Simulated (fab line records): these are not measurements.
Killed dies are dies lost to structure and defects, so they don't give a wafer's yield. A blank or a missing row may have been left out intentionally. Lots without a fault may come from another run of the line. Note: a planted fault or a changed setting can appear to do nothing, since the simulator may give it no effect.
A single fault, viewed from 2 desks -- flow sky130 -- every desk sees just its own numbers, and what lay behind them comes last

== AT THE METROLOGY DESK ==
What the gauges read, lot by lot, whatever tool the lot ran on: means of the sampled wafers that have a number. A lot is out of limits, marked OUT, if its mean lies more than 4 standard deviations from the usual mean; the brackets give that distance.
Columns: A = VIA1_W_RS at SKY_VIA1_RS_MEAS_22, usual 0.426 ohm/sq; B = VIA1_W_THK at SKY_VIA1_THK_MEAS_23, usual 275 nm
lot,first seen here,A,B
L308,day 33 20:58,0.426,272
L309,day 34 15:55,0.433,274
L311,day 34 21:01,0.419,277
L316,day 36 06:08,0.422,279
L317,day 36 13:23,0.554 (+27) OUT,227 (-13) OUT
L318,day 37 01:41,0.664 (+51) OUT,190 (-22) OUT
L319,day 40 00:26,0.425,274
L327,day 40 04:32,0.424,275
L325,day 40 05:08,0.428,276
L328,day 40 06:41,0.426,276
L329,day 40 07:37,0.419,281
L331,day 40 17:26,0.426,277
This desk reports L317, L318 out of limits; the earliest was L317 at day 36 13:23 (VIA1_W_RS at SKY_VIA1_RS_MEAS_22). L308, L309, L311, L316, L319, L327, L325, L328, L329, L331: within limits.

== AT THE TOOL OWNER'S DESK: cvdW-02 ==
The tool's own readings at SKY_VIA1_CVD_21 (deposits W, target thk 270 nm, time 80.902 s): means of the sampled wafers that have a number, for each lot that ran on this tool. A lot is out of limits, marked OUT, if its mean lies more than 4 standard deviations from the usual mean; the brackets give that distance.
Columns: A = heaterPowerOuterW at SKY_VIA1_CVD_21, usual 543 W; B = heaterPowerW at SKY_VIA1_CVD_21, usual 864 W
lot,first seen here,A,B
L317,day 36 13:18,540,857
L318,day 37 01:35,558,870
L319,day 40 00:19,539,866
L327,day 40 04:26,554,882
L325,day 40 05:01,548,884
L328,day 40 06:34,544,879
L329,day 40 07:31,546,863
L331,day 40 17:21,544,867
This desk found nothing out of limits on any of the 8 lots.

== ALL TOGETHER ==
An alarm was possible from the metrology desk at day 36 13:23, on L317, L318.
The tool owner's desk saw nothing out of limits.
On record at the tool owner's desk: L317, L318, within its limits.
Of the lots named, all ran SKY_VIA1_CVD_21 on cvdW-02.

== WHAT THE SIMULATOR PUT IN ==
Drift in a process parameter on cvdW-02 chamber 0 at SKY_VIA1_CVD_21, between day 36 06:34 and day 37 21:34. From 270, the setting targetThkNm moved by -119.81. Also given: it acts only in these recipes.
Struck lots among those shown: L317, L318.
Per desk, hours elapsed from the start of the fault to the first reading out of limits: for the metrology desk, 7.
